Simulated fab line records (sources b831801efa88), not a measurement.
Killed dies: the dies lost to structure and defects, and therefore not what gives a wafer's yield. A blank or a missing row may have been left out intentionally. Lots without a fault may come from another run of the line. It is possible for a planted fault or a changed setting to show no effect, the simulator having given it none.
Problem report, 8D (eight disciplines) form, completed by code || flow gf180mcu || the parts of the form that need people (team, actions taken, sign-off) are left out

## 1. WHAT IS WRONG
Mean of oes-product-au at GF_TOP_METAL_METAL_ETCH_16: 0.916 a.u. across 5 wafers in 3 lots; on wafers with no fault it is 0.991 a.u. (standard deviation 0.0055). That puts it -14 standard deviations away from the usual mean.
The step: etches the open film in Cl2/BCl3, stops on SiO2, target depth 1197 nm, time 199.5 s.
First seen on wafer L321.3, day 32 22:36, on rie-metal-04. The record has a number at this step for 36 wafers belonging to 13 lots. By rule, "out" or "out of limits" means more than 4 standard deviations away from the usual mean. All remaining wafers that have a number are taken as sound.

## 2. WHAT IT IS, AND WHAT IT ISN'T
{"question": "which readings at this step", "is": "oes-product-au, throttle-valve-pct", "is not": "drypump-motor-current-A"}
{"question": "which lots", "is": "L321, L322, L323", "is not": "L307, L308, L309, L310, L311, L314, L315, L316, L318, L320"}
{"question": "which wafers of those lots", "is": "L321.3, L322.2, L322.3, L323.2, L323.3", "is not": "L321.1"}
{"question": "read on which tools", "is": "rie-metal-04", "is not": "rie-metal-02, rie-metal-03"}
{"question": "when", "is": "from day 32 22:36", "is not": "up to then (31 sound wafers)"}

## 3. THE SUSPECTS, EACH WITH WHAT RULES IT OUT
Counting: a tool at a process step up to the reading stays a suspect if it ran every lot that is out. Sound lots after the first of them don't rule it out here, since some wafers of a struck lot are sound.
- rie-metal-04 at GF_TOP_METAL_METAL_ETCH_16 (etches the open film in Cl2/BCl3, stops on SiO2, target depth 1197 nm, time 199.5 s): kept. It ran every lot that is out, first L321 (day 32 22:36); its last sound lot up to then is L318 (day 32 01:15). Its own readings are out on those wafers: oes-product-au, throttle-valve-pct.
The count leaves rie-metal-04 at GF_TOP_METAL_METAL_ETCH_16.

## 4. THE CAUSE (what the simulator had put in)
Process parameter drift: rie-metal-04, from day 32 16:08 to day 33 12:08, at GF_TOP_METAL_METAL_ETCH_16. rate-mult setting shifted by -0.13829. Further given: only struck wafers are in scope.
Counting left only this tool.

## 5. SEQUENCE OF EFFECTS, ordered by route
Rows list readings where the struck wafers' mean (over those with a number) sits beyond 3 standard deviations from the usual. Only readings for which the record gives a usual standard deviation are gone through. hours: the time from each lot's start at the first step in this table that gives one to its start at this step, as a median over the lots. sigmas: the change in usual standard deviations.
{"hours": 0, "step": "GF_TOP_METAL_METAL_ETCH_16", "reading": "oes-product-au", "usual": "0.991 a.u.", "on struck wafers": 0.916, "change": -0.075, "sigmas": -14}
{"hours": 0, "step": "GF_TOP_METAL_METAL_ETCH_16", "reading": "throttle-valve-pct", "usual": "28.229 %", "on struck wafers": 28.310, "change": "+0.081", "sigmas": "+9.4"}
{"hours": 0, "step": "GF_TOP_METAL_STRIP_17", "reading": "strip-time-to-endpoint-s", "usual": "12.88 s", "on struck wafers": 13.64, "change": "+0.76", "sigmas": "+12"}
Process steps it contains:
- GF_TOP_METAL_METAL_ETCH_16: etches the open film in Cl2/BCl3, stops on SiO2, target depth 1197 nm, time 199.5 s.
- GF_TOP_METAL_STRIP_17: strips in O2/N2.

## 6. WHAT WOULD HAVE CAUGHT IT SOONER
First out-of-limits reading in this record: day 32 22:36, which is 6 hours after fault onset at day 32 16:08.
